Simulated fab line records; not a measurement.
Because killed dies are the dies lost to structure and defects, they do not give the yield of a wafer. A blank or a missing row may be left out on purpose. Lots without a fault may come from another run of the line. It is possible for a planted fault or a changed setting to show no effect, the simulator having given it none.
fab line records	flow gf180mcu
[record] lots = 13	wafers = 39	last_day = 34
route steps=602 shown SAB@273 CONTACT@287
lots that met no fault: taken from a fault-free run of the same line
start_h: the number of hours between the record's first day and the start of the first shown wafer of the lot	wait_h: hours since the lot's step before	" as in the row above	L1.1+2: one row covering several wafers at once	- no value present, or no start provided	* or withheld: withheld	< > ~ a bound
route shown NAME@n: a module of which the file shows steps, and the number in the route of the first	usual: average and standard deviation across the fault-free wafers	same: alike in all rows	chamber/n: place in a boat	sites: readings site by site	_std_site: the values' standard deviation	_edge_site: mean of outer sites minus mean of inner sites	radius_mm: for every site, how far away it sits from the centre of the wafer	mask NAME#n: copy n	behind: tool/chamber where the wafer was last shaped	hold: reason for holding the lot/hours on hold/outcome of the hold	device: whichever transistor did not switch (one of n, p or np)	end of line: the tests these same wafers got at the end of their route	where a step has no rows: the recipe by itself	killed: dies lost to structure and defects at the first sort, not the wafer's yield	map: the dies of a wafer, with x for killed, . for not killed, _ for no die there
set.NAME: the setting the step ran with; set.NAME@STEP: the setting that earlier step ran with	model.NAME: the simulator's own value behind a step, which no gauge read
a sample of lots followed through the steps of the route, with each step as a table and each wafer as a row
services: when a tool's chamber went out of use (start_h, in hours from the record's first day, below 0 if earlier), for how many hours, and the reason
[[steps]]
[step GF_SAB_CD_MEAS_09]
[recipe] target_cd_nm = 420
[usual] cd_nm = 420.3/2.2
lot.wafer	tool	chamber	start_h	wait_h	cd_nm
L366.1	cd_sem-01	-	338.26	0.1	419.8
L366.4	"	-	"	"	419.5
L366.6	"	-	"	"	421.0
L367.3	cd_sem-01	-	347.75	0.1	418.2
L367.5	"	-	"	"	421.3
L367.6	"	-	"	"	420.7
L370.1	cd_sem-02	-	374.71	0.1	419.2
L370.3	"	-	"	"	418.4
L370.5	"	-	"	"	420.0
L372.3	cd_sem-02	-	387.17	0.2	421.8
L372.4	"	-	"	"	421.4
L372.6	"	-	"	"	419.9
L374.1	cd_sem-02	-	416.06	0.1	420.8
L374.2	"	-	"	"	420.3
L374.4	"	-	"	"	419.1
L375.3	cd_sem-01	-	417.65	0.1	420.6
L375.5	"	-	"	"	422.5
L375.6	"	-	"	"	420.7
L376.2	cd_sem-01	-	426.23	0.1	419.8
L376.3	"	-	"	"	423.2
L376.5	"	-	"	"	421.3
L377.1	cd_sem-02	-	435.01	0.1	419.7
L377.2	"	-	"	"	419.5
L377.3	"	-	"	"	417.4
L379.1	cd_sem-01	-	452.56	0.1	425.1
L379.2	"	-	"	"	424.7
L379.4	"	-	"	"	425.9
L386.1	cd_sem-02	-	513.01	0.1	422.1
L386.2	"	-	"	"	422.4
L386.3	"	-	"	"	422.4
L387.1	cd_sem-01	-	518.71	0.1	419.8
L387.4	"	-	"	"	419.2
L387.6	"	-	"	"	422.1
L388.1	cd_sem-01	-	524.66	0.1	418.3
L388.3	"	-	"	"	416.0
L388.5	"	-	"	"	419.2
L389.3	cd_sem-02	-	533.40	0.1	416.9
L389.4	"	-	"	"	416.2
L389.6	"	-	"	"	416.2
[step GF_CONTACT_CVD_00]
[recipe] material = SiO2	target_thk_nm = 300	sigma_open_frac = 0.3	temp_c = 400	time_s = 50	sih4_flow_sccm = 60	pressure_mtorr = 6
[usual] sih4_flow_sccm = 60.00/0.17
lot.wafer	tool	chamber	start_h	wait_h	sih4_flow_sccm
L366.1	hdpcvd-02	2	339.55	0.1	60.22
L366.4	"	1	"	"	59.97
L366.6	"	0	"	"	60.09
L367.3	hdpcvd-01	0	349.38	0.1	60.12
L367.5	"	1	"	"	59.91
L367.6	"	2	"	"	60.01
L370.1	hdpcvd-02	2	375.90	0.1	60.09
L370.3	"	2	"	"	59.97
L370.5	"	2	"	"	60.12
L372.3	hdpcvd-01	1	388.15	0.1	59.67
L372.4	"	1	"	"	59.75
L372.6	"	2	"	"	60.24
L374.1	hdpcvd-02	0	417.30	0.1	59.95
L374.2	"	2	"	"	60.00
L374.4	"	2	"	"	60.17
L375.3	hdpcvd-02	2	418.72	0.1	60.02
L375.5	"	1	"	"	60.13
L375.6	"	0	"	"	60.16
L376.2	hdpcvd-01	1	427.40	0.1	60.20
L376.3	"	0	"	"	60.20
L376.5	"	1	"	"	60.05
L377.1	hdpcvd-02	2	436.03	0.1	90.23
L377.2	"	0	"	"	90.07
L377.3	"	1	"	"	89.88
L379.1	hdpcvd-02	0	453.58	0.1	89.56
L379.2	"	1	"	"	90.16
L379.4	"	1	"	"	90.40
L386.1	hdpcvd-01	0	514.04	0.1	60.07
L386.2	"	2	"	"	60.04
L386.3	"	1	"	"	59.77
L387.1	hdpcvd-02	1	519.73	0.1	59.86
L387.4	"	0	"	"	59.90
L387.6	"	1	"	"	60.17
L388.1	hdpcvd-02	1	525.68	0.1	59.89
L388.3	"	0	"	"	59.96
L388.5	"	0	"	"	59.90
L389.3	hdpcvd-01	0	534.40	0.1	59.91
L389.4	"	1	"	"	60.07
L389.6	"	0	"	"	59.62
[step GF_CONTACT_THK_MEAS_01]
[recipe] reads = SiO2_of_CONTACT_CVD_00
[usual] CONTACT_CVD_00_THK = 301.2/2.6
lot.wafer	tool	chamber	start_h	wait_h	CONTACT_CVD_00_THK[nm]
L366.1	film_metro-01	-	339.60	0.0	300.5
L366.4	"	-	"	"	298.5
L366.6	"	-	"	"	300.1
L367.3	film_metro-01	-	349.44	0.0	300.5
L367.5	"	-	"	"	301.2
L367.6	"	-	"	"	303.8
L370.1	film_metro-04	-	375.97	0.0	301.2
L370.3	"	-	"	"	300.3
L370.5	"	-	"	"	299.8
L372.3	film_metro-04	-	388.22	0.0	298.7
L372.4	"	-	"	"	298.6
L372.6	"	-	"	"	297.6
L374.1	film_metro-02	-	417.35	0.0	302.9
L374.2	"	-	"	"	304.4
L374.4	"	-	"	"	301.0
L375.3	film_metro-04	-	418.78	0.0	306.8
L375.5	"	-	"	"	303.3
L375.6	"	-	"	"	303.6
L376.2	film_metro-04	-	427.46	0.0	301.1
L376.3	"	-	"	"	302.9
L376.5	"	-	"	"	300.7
L377.1	film_metro-04	-	436.07	0.0	455.9
L377.2	"	-	"	"	452.3
L377.3	"	-	"	"	453.5
L379.1	film_metro-01	-	453.63	0.0	448.6
L379.2	"	-	"	"	451.3
L379.4	"	-	"	"	445.3
L386.1	film_metro-04	-	514.09	0.0	303.8
L386.2	"	-	"	"	302.1
L386.3	"	-	"	"	300.9
L387.1	film_metro-01	-	519.78	0.0	299.5
L387.4	"	-	"	"	299.4
L387.6	"	-	"	"	296.2
L388.1	film_metro-04	-	525.75	0.1	300.4
L388.3	"	-	"	"	297.7
L388.5	"	-	"	"	299.6
L389.3	film_metro-02	-	534.46	0.0	305.0
L389.4	"	-	"	"	300.4
L389.6	"	-	"	"	301.9
[step GF_CONTACT_CMP_04]
[recipe] material = SiO2	down_force_psi = 4	platen_rpm = 60	pad_velocity_m_s = 0.94248
[usual] motor_current_A = 12.1/0.96
lot.wafer	tool	chamber	start_h	wait_h	motor_current_A
L366.1	cmp-01	0	339.87	0.1	12.3
L366.4	"	2	"	"	13.4
L366.6	"	0	"	"	12.4
L367.3	cmp-01	2	349.93	0.3	12.2
L367.6	"	3	"	"	12.2
L367.5	"	0	"	"	12.5
L370.1	cmp-01	3	376.43	0.3	12.8
L370.3	"	2	"	"	12.9
L370.5	"	3	"	"	12.3
L372.4	cmp-01	1	388.60	0.2	11.9
L372.3	"	2	"	"	12.9
L372.6	"	3	"	"	12.2
L374.4	cmp-02	2	417.59	0.1	10.4
L374.2	"	3	"	"	12.2
L374.1	"	0	"	"	12.6
L375.3	cmp-02	1	418.95	0.0	12.6
L375.6	"	1	"	"	12.2
L375.5	"	2	"	"	10.0
L376.3	cmp-01	3	427.74	0.1	11.5
L376.2	"	0	"	"	12.2
L376.5	"	2	"	"	13.2
L377.2	cmp-02	3	436.26	0.0	13.0
L377.3	"	0	"	"	12.3
L377.1	"	2	"	"	9.7
L379.4	cmp-01	3	453.82	0.0	13.0
L379.2	"	1	"	"	11.9
L379.1	"	2	"	"	12.7
L386.2	cmp-02	0	514.28	0.0	10.9
L386.3	"	2	"	"	10.2
L386.1	"	3	"	"	13.5
L387.4	cmp-02	2	520.02	0.1	10.2
L387.1	"	3	"	"	12.1
L387.6	"	1	"	"	12.5
L388.3	cmp-01	1	526.04	0.1	11.7
L388.1	"	2	"	"	13.2
L388.5	"	0	"	"	12.5
L389.3	cmp-02	2	534.63	0.0	9.8
L389.4	"	3	"	"	13.4
L389.6	"	3	"	"	13.0
[step GF_CONTACT_ETCH_16]
[recipe] chemistry = N2/H2	target_depth_a = withheld	overetch_a = withheld	time_s = withheld	target = BARC	ion_energy_ev = 200	source_w = 500	bias_w = 100	pressure_mtorr = 30	n2_flow_sccm = 100	h2_flow_sccm = 200
[usual] drypump_motor_current_A = 5.7/0.38	oes_product_au = 0.856/0.0042	throttle_valve_pct = 13.224/0.0098
lot.wafer	tool	chamber	start_h	wait_h	drypump_motor_current_A	oes_product_au	throttle_valve_pct
L366.1	rie_diel-04	3	361.37	0.0	5.7	0.863	13.226
L366.4	"	3	"	"	5.7	0.852	13.230
L366.6	"	0	"	"	5.9	0.852	13.228
L367.3	rie_diel-03	1	372.62	0.0	6.1	0.859	13.240
L367.5	"	0	"	"	5.8	0.853	13.228
L367.6	"	3	"	"	5.0	0.852	13.214
L370.1	rie_diel-03	3	399.91	0.0	5.0	0.856	13.217
L370.3	"	0	"	"	5.8	0.854	13.222
L370.5	"	0	"	"	5.8	0.854	13.228
L372.3	rie_diel-04	0	412.57	0.0	5.9	0.859	13.214
L372.4	"	1	"	"	5.7	0.850	13.214
L372.6	"	1	"	"	5.7	0.855	13.224
L374.1	rie_diel-03	3	442.02	0.0	5.0	0.858	13.219
L374.2	"	0	"	"	5.8	0.854	13.230
L374.4	"	0	"	"	5.8	0.857	13.214
L375.3	rie_diel-01	3	443.61	0.0	6.0	0.858	13.217
L375.5	"	0	"	"	5.4	0.864	13.241
L375.6	"	1	"	"	5.8	0.851	13.232
L376.2	rie_diel-03	0	451.92	0.0	5.8	0.855	13.218
L376.3	"	2	"	"	6.5	0.858	13.218
L376.5	"	1	"	"	6.1	0.853	13.238
L377.1	rie_diel-03	2	461.12	0.0	6.5	0.857	13.211
L377.2	"	0	"	"	5.8	0.856	13.233
L377.3	"	1	"	"	6.1	0.853	13.219
L379.1	rie_diel-01	3	478.42	0.0	5.9	0.860	13.219
L379.2	"	0	"	"	5.4	0.860	13.242
L379.4	"	1	"	"	5.8	0.858	13.225
L386.1	rie_diel-04	2	537.41	0.0	5.2	0.855	13.240
L386.2	"	3	"	"	5.8	0.854	13.246
L386.3	"	0	"	"	5.8	0.859	13.214
L387.1	rie_diel-01	2	543.71	0.0	5.6	0.860	13.235
L387.4	"	0	"	"	5.4	0.858	13.223
L387.6	"	0	"	"	5.4	0.852	13.227
L388.1	rie_diel-03	0	549.42	0.0	5.8	0.858	13.224
L388.3	"	3	"	"	5.0	0.853	13.216
L388.5	"	0	"	"	5.8	0.860	13.214
L389.3	rie_diel-04	3	558.51	0.0	5.8	0.852	13.218
L389.4	"	0	"	"	5.8	0.854	13.228
L389.6	"	2	"	"	5.2	0.857	13.232
[step GF_CONTACT_ETCH_17]
[recipe] chemistry = C4F8/O2/Ar	mask_material = KrF	target = SiO2	stop_on = CoSi2	source_w = 1500	bias_w = 1200	pressure_mtorr = 40	c4f8_flow_sccm = withheld	O2_flow_sccm = 6	Ar_flow_sccm = 300	time_s = withheld	target_depth_a = 8600
[usual] oes_product_au = 0.816/0.0047
lot.wafer	tool	chamber	start_h	wait_h	oes_product_au
L366.1	rie_diel-04	3	-	-	0.813
L366.4	"	3	"	"	0.814
L366.6	"	0	"	"	0.815
L367.3	rie_diel-03	1	-	-	0.818
L367.5	"	0	"	"	0.808
L367.6	"	3	"	"	0.822
L370.1	rie_diel-03	3	-	-	0.822
L370.3	"	0	"	"	0.817
L370.5	"	0	"	"	0.814
L372.3	rie_diel-04	0	-	-	0.812
L372.4	"	1	"	"	0.807
L372.6	"	1	"	"	0.810
L374.1	rie_diel-03	3	-	-	0.814
L374.2	"	0	"	"	0.821
L374.4	"	0	"	"	0.818
L375.3	rie_diel-01	3	-	-	0.817
L375.5	"	0	"	"	0.818
L375.6	"	1	"	"	0.814
L376.2	rie_diel-03	0	-	-	0.811
L376.3	"	2	"	"	0.812
L376.5	"	1	"	"	0.819
L377.1	rie_diel-03	2	-	-	0.901
L377.2	"	0	"	"	0.884
L377.3	"	1	"	"	0.902
L379.1	rie_diel-01	3	-	-	0.888
L379.2	"	0	"	"	0.892
L379.4	"	1	"	"	0.888
L386.1	rie_diel-04	2	-	-	0.811
L386.2	"	3	"	"	0.822
L386.3	"	0	"	"	0.817
L387.1	rie_diel-01	2	-	-	0.809
L387.4	"	0	"	"	0.817
L387.6	"	0	"	"	0.816
L388.1	rie_diel-03	0	-	-	0.821
L388.3	"	3	"	"	0.816
L388.5	"	0	"	"	0.815
L389.3	rie_diel-04	3	-	-	0.824
L389.4	"	0	"	"	0.829
L389.6	"	2	"	"	0.818
[[services]]
tool	chamber	start_h	hours	kind
cmp-02	-	329.88	11.0	pm
cmp-01	-	341.51	4.7	pm
rie_diel-04	-	358.58	0.5	repair
rie_diel-01	-	371.69	14.6	pm
hdpcvd-02	1	373.54	21.5	repair
cmp-02	-	375.94	7.0	pm
rie_diel-04	3	387.31	7.3	repair
cmp-02	-	387.34	6.1	pm
rie_diel-01	2	400.59	3.6	repair
rie_diel-03	-	401.67	1.0	repair
rie_diel-01	-	401.68	2.8	pm
cmp-01	-	404.00	4.0	pm
cmp-02	-	414.46	1.9	repair
cmp-01	-	422.42	1.6	repair
rie_diel-01	1	434.84	7.8	repair
rie_diel-03	2	441.77	3.4	repair
rie_diel-03	3	449.46	-	clean
rie_diel-03	3	449.46	19.9	scheduled_down
rie_diel-03	3	449.46	19.9	vent_cycle
cmp-01	-	516.02	5.0	repair
rie_diel-01	3	523.11	1.6	repair
cmp-01	-	529.64	1.5	repair
cmp-02	-	535.81	1.7	repair
hdpcvd-01	-	539.25	15.0	pm
[[key]]
[first_sign] step = GF_CONTACT_CVD_00	reading = sih4_flow_sccm	direction = up	sigmas = 99+	usual = 60.00	struck = 90.05
[effect] step = GF_CONTACT_THK_MEAS_01	reading = CONTACT_CVD_00_THK	direction = up	sigmas = 57	usual = 301.2	struck = 451.2
[effect] step = GF_CONTACT_ETCH_17	reading = oes_product_au	direction = up	sigmas = 16	usual = 0.816	struck = 0.893
met_at GF_CONTACT_CVD_00
struck_lots L377,L379
tester_left_out L377,L379
not_acting_at GF_SAB_CD_MEAS_09,GF_CONTACT_CMP_04,GF_CONTACT_ETCH_16
onset_between 418.72 436.03
[fault] kind = process_parameter_drift	tool = hdpcvd-02	chamber = -	onset_h = 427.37	steps = GF_CONTACT_CVD_00	channel = sih4_flow_sccm	offset = 30	shape = step	end_h = 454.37	acts_in = these_recipes_only	stated = 60
// tester_left_out: of these lots the tester's yield and bins aren't shown, on N5 and GAA mostly nor the transistor test; their killed dies are dies lost to structure and defects alone, not to doping, threshold or leakage, so they don't give the yield
